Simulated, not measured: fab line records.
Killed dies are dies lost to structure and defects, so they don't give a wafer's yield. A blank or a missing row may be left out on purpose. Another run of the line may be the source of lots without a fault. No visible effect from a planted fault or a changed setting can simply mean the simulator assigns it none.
Which tool was responsible? | flow gf180mcu | Sampling: 14 lots, 42 wafers, 4 of 602 route steps

== WHAT EACH GAUGE READ, for each wafer ==
The record holds no reading of a measuring or inspecting step that can be judged against a usual standard deviation.

== WHICH TOOL RAN EACH LOT (tool, then ch and the chambers of the sampled wafers, then the start) ==
lot  | GF_V4_ETCH_17                                 | GF_V4_STRIP_19                  | GF_V4_SPUTTER_21             | GF_MIM_SPUTTER_04
L743 | rie_diel-02 ch 0,1, day 24 11:20 or earlier   | wet_bench-03 ch 2, day 24 11:20 | pvd_sputter-02, day 24 11:46 | pvd_sputter-03, day 24 12:38
L744 | rie_diel-01 ch 0,1,2, day 24 23:26 or earlier | wet_bench-02 ch 1, day 24 23:26 | pvd_sputter-02, day 24 23:52 | pvd_sputter-01, day 25 00:44
L745 | rie_diel-04 ch 2,3, day 25 02:20 or earlier   | wet_bench-03 ch 2, day 25 02:20 | pvd_sputter-02, day 25 02:46 | pvd_sputter-03, day 25 03:38
L746 | rie_diel-04 ch 0,1,2, day 25 13:50 or earlier | wet_bench-02 ch 0, day 25 13:50 | pvd_sputter-03, day 25 14:16 | pvd_sputter-03, day 25 15:08
L747 | rie_diel-04 ch 0,1, day 25 19:43 or earlier   | wet_bench-03 ch 1, day 25 19:43 | pvd_sputter-04, day 25 20:09 | pvd_sputter-03, day 25 21:01
L749 | rie_diel-04 ch 0,1,3, day 26 10:04 or earlier | wet_bench-02 ch 1, day 26 10:04 | pvd_sputter-03, day 26 10:30 | pvd_sputter-01, day 26 11:28
L750 | rie_diel-04 ch 1,3, day 26 23:20 or earlier   | wet_bench-02 ch 1, day 26 23:20 | pvd_sputter-03, day 26 23:48 | pvd_sputter-01, day 27 00:40
L755 | rie_diel-02 ch 0,1, day 28 11:23 or earlier   | wet_bench-03 ch 0, day 28 11:23 | pvd_sputter-02, day 28 11:52 | pvd_sputter-01, day 28 12:44
L756 | rie_diel-02 ch 1,2,3, day 28 15:38 or earlier | wet_bench-04 ch 0, day 28 15:38 | pvd_sputter-02, day 28 16:04 | pvd_sputter-02, day 28 16:56
L757 | rie_diel-01 ch 0,2,3, day 28 23:49 or earlier | wet_bench-02 ch 0, day 28 23:49 | pvd_sputter-04, day 29 00:15 | pvd_sputter-02, day 29 01:07
L758 | rie_diel-01 ch 0,1,2, day 29 04:26 or earlier | wet_bench-02 ch 0, day 29 04:26 | pvd_sputter-02, day 29 04:52 | pvd_sputter-02, day 29 05:44
L760 | rie_diel-01 ch 0,2,3, day 30 10:35 or earlier | wet_bench-02 ch 1, day 30 10:35 | pvd_sputter-04, day 30 11:01 | pvd_sputter-01, day 30 11:53
L766 | rie_diel-01 ch 2,3, day 31 10:08 or earlier   | wet_bench-02 ch 1, day 31 10:08 | pvd_sputter-03, day 31 10:34 | pvd_sputter-03, day 31 11:28
L765 | rie_diel-04 ch 0,1,2, day 31 11:50 or earlier | wet_bench-03 ch 0, day 31 11:50 | pvd_sputter-03, day 31 12:16 | pvd_sputter-03, day 31 13:08
- GF_V4_ETCH_17: etches SiO2 in C4F8/O2/Ar, stops on TiN, target depth 630 nm.
- GF_V4_STRIP_19: strips in post etch residue remover, time 1200 s.
- GF_V4_SPUTTER_21: material Ti, target thk 15 nm, time 80.02 s.
- GF_MIM_SPUTTER_04: material TiN, target thk 50 nm, time 41.7 s.

== AS READ BY THE TOOLS THEMSELVES (means over the sampled wafers that have a number; for cases with no such wafer, the mark the record gives instead) ==
GF_V4_ETCH_17. Usual: oes_product_au 0.856 a.u., standard deviation 0.0043.
lot  | tool        | oes_product_au (a.u.) | flag
L743 | rie_diel-02 | 0.855                 |
L744 | rie_diel-01 | 0.856                 |
L745 | rie_diel-04 | 0.858                 |
L746 | rie_diel-04 | 0.856                 |
L747 | rie_diel-04 | 0.856                 |
L749 | rie_diel-04 | 0.857                 |
L750 | rie_diel-04 | 0.856                 |
L755 | rie_diel-02 | 0.855                 |
L756 | rie_diel-02 | 0.853                 |
L757 | rie_diel-01 | 0.860                 |
L758 | rie_diel-01 | 0.856                 |
L760 | rie_diel-01 | 0.854                 |
L766 | rie_diel-01 | 0.855                 |
L765 | rie_diel-04 | 0.858                 |

GF_V4_STRIP_19. Usual: bath_guard_temp_C 73.0 C, standard deviation 0.43; bath_heat_duty_pct 13.4 %, standard deviation 1.5.
lot  | tool         | bath_guard_temp_C (C) | bath_heat_duty_pct (%) | flag
L743 | wet_bench-03 | 72.5                  | 13.2                   |
L744 | wet_bench-02 | 73.1                  | 11.2                   |
L745 | wet_bench-03 | 72.2                  | 13.3                   |
L746 | wet_bench-02 | 73.1                  | 13.8                   |
L747 | wet_bench-03 | 72.0                  | 14.5                   |
L749 | wet_bench-02 | 73.1                  | 11.1                   |
L750 | wet_bench-02 | 73.0                  | 11.8                   |
L755 | wet_bench-03 | 73.2                  | 14.6                   |
L756 | wet_bench-04 | -                     | -                      | OFF
L757 | wet_bench-02 | -                     | -                      | OFF
L758 | wet_bench-02 | 73.2                  | 14.0                   |
L760 | wet_bench-02 | 73.2                  | 10.7                   |
L766 | wet_bench-02 | 73.3                  | 11.3                   |
L765 | wet_bench-03 | 73.3                  | 15.4                   |

GF_V4_SPUTTER_21. Usual: throttle_valve_pct 30.1 %, standard deviation 1.2.
lot  | tool           | throttle_valve_pct (%) | flag
L743 | pvd_sputter-02 | 29.9                   |
L744 | pvd_sputter-02 | 30.0                   |
L745 | pvd_sputter-02 | 30.7                   |
L746 | pvd_sputter-03 | 29.0                   |
L747 | pvd_sputter-04 | 30.7                   |
L749 | pvd_sputter-03 | 29.1                   |
L750 | pvd_sputter-03 | 29.8                   |
L755 | pvd_sputter-02 | 29.7                   |
L756 | pvd_sputter-02 | 29.9                   |
L757 | pvd_sputter-04 | 31.1                   |
L758 | pvd_sputter-02 | 30.0                   |
L760 | pvd_sputter-04 | 31.4                   |
L766 | pvd_sputter-03 | 29.1                   |
L765 | pvd_sputter-03 | 29.1                   |

GF_MIM_SPUTTER_04. Usual: throttle_valve_pct 29.8 %, standard deviation 1.
lot  | tool           | throttle_valve_pct (%) | flag
L743 | pvd_sputter-03 | 29.7                   |
L744 | pvd_sputter-01 | 31.0                   |
L745 | pvd_sputter-03 | 29.0                   |
L746 | pvd_sputter-03 | 29.1                   |
L747 | pvd_sputter-03 | 28.4                   |
L749 | pvd_sputter-01 | 30.5                   |
L750 | pvd_sputter-01 | 29.8                   |
L755 | pvd_sputter-01 | 30.1                   |
L756 | pvd_sputter-02 | 30.3                   |
L757 | pvd_sputter-02 | 30.4                   |
L758 | pvd_sputter-02 | 30.4                   |
L760 | pvd_sputter-01 | 30.7                   |
L766 | pvd_sputter-03 | 29.1                   |
L765 | pvd_sputter-03 | 29.7                   |

== THE ANSWER, worked out from the rows above alone ==
Rule: take the mean of a lot's wafers that have a number; if it is more than 3 standard deviations from the usual mean, the lot is off. Also off: a lot with no number at a reading for which 4 or more lots have one. Where the step has rows for the other lots, those lots are counted as sound. First the gauges in route order, then the tools' own readings, where a lot's mean is used as printed above. At the first step where some lot is off, the reading lying furthest off is the one used; lots without a number count as furthest.
Off at GF_V4_STRIP_19 (bath_guard_temp_C): L756, L757. Without a number there: L756, L757.
If a tool, at that step or one of the process steps before it, ran each lot that is off and ran no sound lot following the first of them, it fits. GF_V4_ETCH_17 gives no start for some lots, so the hours and the order of its lots are those of GF_V4_STRIP_19. Not one of the candidates tried fits.

== WHAT THE SIMULATOR HAD INSERTED ==
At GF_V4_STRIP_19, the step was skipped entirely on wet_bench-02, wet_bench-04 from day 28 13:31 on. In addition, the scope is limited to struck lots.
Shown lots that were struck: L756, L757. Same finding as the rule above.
